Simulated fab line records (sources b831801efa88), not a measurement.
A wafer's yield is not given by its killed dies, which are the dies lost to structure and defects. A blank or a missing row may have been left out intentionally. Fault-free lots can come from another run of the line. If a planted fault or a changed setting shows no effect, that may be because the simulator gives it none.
Which tool is to blame? / flow gf180mcu / 15 lots with 45 wafers sampled at 5 steps, on a route of 602 steps

== WHAT THE GAUGES READ, wafer by wafer ==
GF_VT_IMPLANT_TW_MEAS_32. Usual: for VT_IMPLANT_3_TW the level is 269.8 and the standard deviation is 1.2.
lot=L600; measured=day 7 04:25; on=film metro-02; VT_IMPLANT_3_TW=270.3 267.8 270.4; flag=
lot=L603; measured=day 7 18:31; on=film metro-03; VT_IMPLANT_3_TW=271.1 270.3 270.1; flag=
lot=L604; measured=day 7 21:29; on=film metro-03; VT_IMPLANT_3_TW=271.3 272.8 269.9; flag=
lot=L605; measured=day 8 11:55; on=film metro-01; VT_IMPLANT_3_TW=272.6 272.1 271.7; flag=
lot=L606; measured=day 8 20:58; on=film metro-03; VT_IMPLANT_3_TW=269.9 269.2 267.5; flag=
lot=L607; measured=day 8 22:48; on=film metro-03; VT_IMPLANT_3_TW=269.3 268.8 266.9; flag=
lot=L608; measured=day 8 23:03; on=film metro-03; VT_IMPLANT_3_TW=268.7 268.5 268.5; flag=
lot=L611; measured=day 10 00:27; on=film metro-03; VT_IMPLANT_3_TW=269.5 269.2 269.6; flag=
lot=L616; measured=day 11 10:37; on=film metro-01; VT_IMPLANT_3_TW=269.3 269.8 270.4; flag=
lot=L617; measured=day 11 16:31; on=film metro-03; VT_IMPLANT_3_TW=270.0 268.8 269.9; flag=
lot=L618; measured=day 11 17:19; on=film metro-03; VT_IMPLANT_3_TW=30.1 30.1 30.0; flag=OFF
lot=L619; measured=day 12 06:22; on=film metro-03; VT_IMPLANT_3_TW=30.0 30.1 30.0; flag=OFF
lot=L620; measured=day 12 14:59; on=film metro-02; VT_IMPLANT_3_TW=30.1 30.1 30.3; flag=OFF
lot=L622; measured=day 12 23:20; on=film metro-03; VT_IMPLANT_3_TW=268.2 269.5 268.8; flag=
lot=L623; measured=day 13 06:15; on=film metro-02; VT_IMPLANT_3_TW=270.7 270.6 271.4; flag=

GF_PSD_TW_MEAS_11. Usual: for PSD_TW the level is 3193 and the standard deviation is 17.
lot=L600; measured=day 14 17:22; on=film metro-01; PSD_TW=3192 3178 3168; flag=
lot=L603; measured=day 15 07:17; on=film metro-03; PSD_TW=3193 3182 3201; flag=
lot=L604; measured=day 15 12:54; on=film metro-03; PSD_TW=3194 3194 3194; flag=
lot=L605; measured=day 16 08:28; on=film metro-03; PSD_TW=3153 3158 3160; flag=
lot=L606; measured=day 16 17:42; on=film metro-03; PSD_TW=3171 3152 3183; flag=
lot=L607; measured=day 16 20:55; on=film metro-03; PSD_TW=3160 3153 3171; flag=
lot=L608; measured=day 16 23:08; on=film metro-02; PSD_TW=3199 3210 3187; flag=
lot=L611; measured=day 18 14:20; on=film metro-03; PSD_TW=3177 3173 3174; flag=
lot=L616; measured=day 20 06:56; on=film metro-03; PSD_TW=3186 3200 3188; flag=
lot=L617; measured=day 20 20:16; on=film metro-01; PSD_TW=3196 3208 3207; flag=
lot=L622; measured=day 21 23:11; on=film metro-01; PSD_TW=3220 3201 3199; flag=
lot=L623; measured=day 22 09:41; on=film metro-03; PSD_TW=3225 3215 3221; flag=

GF_SALICIDE_RS_MEAS_04: the measuring method here is four-point-probe. Usual: for SALICIDE_TIN_RS the level is 16.4 ohm/sq and the standard deviation is 0.44.
lot=L600; measured=day 15 15:48; on=film metro-04; SALICIDE_TIN_RS (ohm/sq)=16.0 16.1 16.0; flag=
lot=L603; measured=day 16 06:11; on=film metro-04; SALICIDE_TIN_RS (ohm/sq)=16.0 15.9 16.0; flag=
lot=L604; measured=day 16 11:54; on=film metro-03; SALICIDE_TIN_RS (ohm/sq)=16.3 16.4 16.5; flag=
lot=L605; measured=day 17 08:38; on=film metro-04; SALICIDE_TIN_RS (ohm/sq)=17.3 16.9 17.0; flag=
lot=L606; measured=day 17 17:52; on=film metro-02; SALICIDE_TIN_RS (ohm/sq)=17.1 16.8 17.2; flag=
lot=L607; measured=day 17 20:18; on=film metro-03; SALICIDE_TIN_RS (ohm/sq)=16.0 15.8 15.6; flag=
lot=L608; measured=day 17 23:11; on=film metro-04; SALICIDE_TIN_RS (ohm/sq)=16.1 15.9 15.9; flag=
lot=L611; measured=day 19 15:56; on=film metro-02; SALICIDE_TIN_RS (ohm/sq)=16.5 16.5 16.4; flag=
lot=L616; measured=day 21 07:47; on=film metro-04; SALICIDE_TIN_RS (ohm/sq)=16.2 15.8 15.9; flag=
lot=L617; measured=day 21 21:35; on=film metro-02; SALICIDE_TIN_RS (ohm/sq)=16.6 16.9 16.5; flag=
lot=L622; measured=day 22 22:53; on=film metro-02; SALICIDE_TIN_RS (ohm/sq)=16.5 16.8 16.6; flag=
lot=L623; measured=day 23 09:44; on=film metro-02; SALICIDE_TIN_RS (ohm/sq)=16.4 16.0 16.5; flag=

== TOOL THAT RAN EACH LOT (tool first, then ch and the chambers of the sampled wafers, then the start) ==
lot=L600; GF_VT_IMPLANT_IMPLANT_30=implanter-03 ch 0, day 7 04:11; GF_NSD_STRIP_11=plasma asher-01 ch 0,1, day 13 19:52
lot=L603; GF_VT_IMPLANT_IMPLANT_30=implanter-03 ch 0, day 7 18:16; GF_NSD_STRIP_11=plasma asher-03 ch 0,1, day 14 09:52
lot=L604; GF_VT_IMPLANT_IMPLANT_30=implanter-03 ch 0, day 7 21:14; GF_NSD_STRIP_11=plasma asher-02 ch 0,1, day 14 15:22
lot=L605; GF_VT_IMPLANT_IMPLANT_30=implanter-01 ch 0, day 8 11:41; GF_NSD_STRIP_11=plasma asher-03 ch 0,1, day 15 10:29
lot=L606; GF_VT_IMPLANT_IMPLANT_30=implanter-02 ch 0, day 8 20:43; GF_NSD_STRIP_11=plasma asher-02 ch 0,1, day 15 19:46
lot=L607; GF_VT_IMPLANT_IMPLANT_30=implanter-02 ch 0, day 8 22:33; GF_NSD_STRIP_11=plasma asher-01 ch 0,1, day 15 22:29
lot=L608; GF_VT_IMPLANT_IMPLANT_30=implanter-03 ch 0, day 8 22:49; GF_NSD_STRIP_11=plasma asher-01 ch 0,1, day 16 00:22
lot=L611; GF_VT_IMPLANT_IMPLANT_30=implanter-03 ch 0, day 10 00:13; GF_NSD_STRIP_11=plasma asher-01 ch 0,1, day 17 15:09
lot=L616; GF_VT_IMPLANT_IMPLANT_30=implanter-03 ch 0, day 11 10:22; GF_NSD_STRIP_11=plasma asher-01 ch 0,1, day 19 06:24
lot=L617; GF_VT_IMPLANT_IMPLANT_30=implanter-01 ch 0, day 11 16:16; GF_NSD_STRIP_11=plasma asher-01 ch 0,1, day 19 20:00
lot=L618; GF_VT_IMPLANT_IMPLANT_30=implanter-03, day 11 17:05; GF_NSD_STRIP_11=-
lot=L619; GF_VT_IMPLANT_IMPLANT_30=implanter-03, day 12 06:08; GF_NSD_STRIP_11=-
lot=L620; GF_VT_IMPLANT_IMPLANT_30=implanter-01, day 12 14:44; GF_NSD_STRIP_11=-
lot=L622; GF_VT_IMPLANT_IMPLANT_30=implanter-02 ch 0, day 12 23:05; GF_NSD_STRIP_11=plasma asher-01 ch 0,1, day 20 23:03
lot=L623; GF_VT_IMPLANT_IMPLANT_30=implanter-01 ch 0, day 13 06:00; GF_NSD_STRIP_11=plasma asher-02 ch 0,1, day 21 09:51
- GF_VT_IMPLANT_IMPLANT_30
- GF_NSD_STRIP_11: strips in O2/N2.

== WHAT THE TOOLS THEMSELVES READ (means of the sampled wafers that have a number; where no wafer has one, the mark that the record gives instead) ==
GF_VT_IMPLANT_IMPLANT_30. Usual: beam energy keV 25.000, standard deviation 0.0077; beam on s 10.00 s, standard deviation 0.21.
lot=L600; tool=implanter-03; beam energy keV=25.000; beam on s (s)=10.13; flag=
lot=L603; tool=implanter-03; beam energy keV=25.001; beam on s (s)=10.13; flag=
lot=L604; tool=implanter-03; beam energy keV=25.013; beam on s (s)=9.98; flag=
lot=L605; tool=implanter-01; beam energy keV=25.006; beam on s (s)=9.92; flag=
lot=L606; tool=implanter-02; beam energy keV=25.001; beam on s (s)=10.10; flag=
lot=L607; tool=implanter-02; beam energy keV=24.987; beam on s (s)=9.89; flag=
lot=L608; tool=implanter-03; beam energy keV=24.999; beam on s (s)=9.92; flag=
lot=L611; tool=implanter-03; beam energy keV=25.003; beam on s (s)=10.12; flag=
lot=L616; tool=implanter-03; beam energy keV=25.004; beam on s (s)=10.05; flag=
lot=L617; tool=implanter-01; beam energy keV=25.000; beam on s (s)=9.90; flag=
lot=L618; tool=implanter-03; beam energy keV=-; beam on s (s)=-; flag=OFF
lot=L619; tool=implanter-03; beam energy keV=-; beam on s (s)=-; flag=OFF
lot=L620; tool=implanter-01; beam energy keV=-; beam on s (s)=-; flag=OFF
lot=L622; tool=implanter-02; beam energy keV=25.000; beam on s (s)=9.96; flag=
lot=L623; tool=implanter-01; beam energy keV=24.998; beam on s (s)=9.98; flag=

GF_NSD_STRIP_11. Usual: drypump motor current A 5.5 A, standard deviation 0.43; heater power w 358 W, standard deviation 30; oes product au 0.486 a.u., standard deviation 0.0047; strip time to endpoint s 22.99 s, standard deviation 0.033.
lot=L600; tool=plasma asher-01; drypump motor current A (A)=5.5; heater power w (W)=332; oes product au (a.u.)=0.487; strip time to endpoint s (s)=22.98; flag=
lot=L603; tool=plasma asher-03; drypump motor current A (A)=5.7; heater power w (W)=359; oes product au (a.u.)=0.489; strip time to endpoint s (s)=22.96; flag=
lot=L604; tool=plasma asher-02; drypump motor current A (A)=5.9; heater power w (W)=394; oes product au (a.u.)=0.490; strip time to endpoint s (s)=22.95; flag=
lot=L605; tool=plasma asher-03; drypump motor current A (A)=5.7; heater power w (W)=362; oes product au (a.u.)=0.482; strip time to endpoint s (s)=23.02; flag=
lot=L606; tool=plasma asher-02; drypump motor current A (A)=5.7; heater power w (W)=371; oes product au (a.u.)=0.486; strip time to endpoint s (s)=22.98; flag=
lot=L607; tool=plasma asher-01; drypump motor current A (A)=5.5; heater power w (W)=335; oes product au (a.u.)=0.486; strip time to endpoint s (s)=23.00; flag=
lot=L608; tool=plasma asher-01; drypump motor current A (A)=5.2; heater power w (W)=328; oes product au (a.u.)=0.486; strip time to endpoint s (s)=23.00; flag=
lot=L611; tool=plasma asher-01; drypump motor current A (A)=5.2; heater power w (W)=335; oes product au (a.u.)=0.484; strip time to endpoint s (s)=22.97; flag=
lot=L616; tool=plasma asher-01; drypump motor current A (A)=5.2; heater power w (W)=342; oes product au (a.u.)=0.485; strip time to endpoint s (s)=22.96; flag=
lot=L617; tool=plasma asher-01; drypump motor current A (A)=5.2; heater power w (W)=339; oes product au (a.u.)=0.486; strip time to endpoint s (s)=22.99; flag=
lot=L622; tool=plasma asher-01; drypump motor current A (A)=5.2; heater power w (W)=344; oes product au (a.u.)=0.485; strip time to endpoint s (s)=23.01; flag=
lot=L623; tool=plasma asher-02; drypump motor current A (A)=5.7; heater power w (W)=366; oes product au (a.u.)=0.482; strip time to endpoint s (s)=22.94; flag=

== THE ANSWER, worked out from the rows above alone ==
Rule: a lot is off if the mean of its wafers that have a number lies more than 3 standard deviations from the usual mean. A lot without any number at a reading at which 4 lots or more have one is off too. The other lots that the step has rows for count as sound. Order of review: gauges by route order, followed by the tools' own readings, for which a lot's mean as printed above is used. The first step at which some lot is off is used, and at that step the reading that is off furthest; a lot without a number counts as furthest.
Off: L618, L619, L620, at GF_VT_IMPLANT_TW_MEAS_32 (VT_IMPLANT_3_TW).
If a tool, at a process step before that reading, ran all the lots that are off and no sound lot after the first of them, it fits. Not tried: the gauges at GF_VT_IMPLANT_TW_MEAS_32; whatever is off there is also off at GF_VT_IMPLANT_IMPLANT_30, on other tools, and gauge error can't account for it. None of those tried fits.

== WHAT WAS PUT IN BY THE SIMULATOR ==
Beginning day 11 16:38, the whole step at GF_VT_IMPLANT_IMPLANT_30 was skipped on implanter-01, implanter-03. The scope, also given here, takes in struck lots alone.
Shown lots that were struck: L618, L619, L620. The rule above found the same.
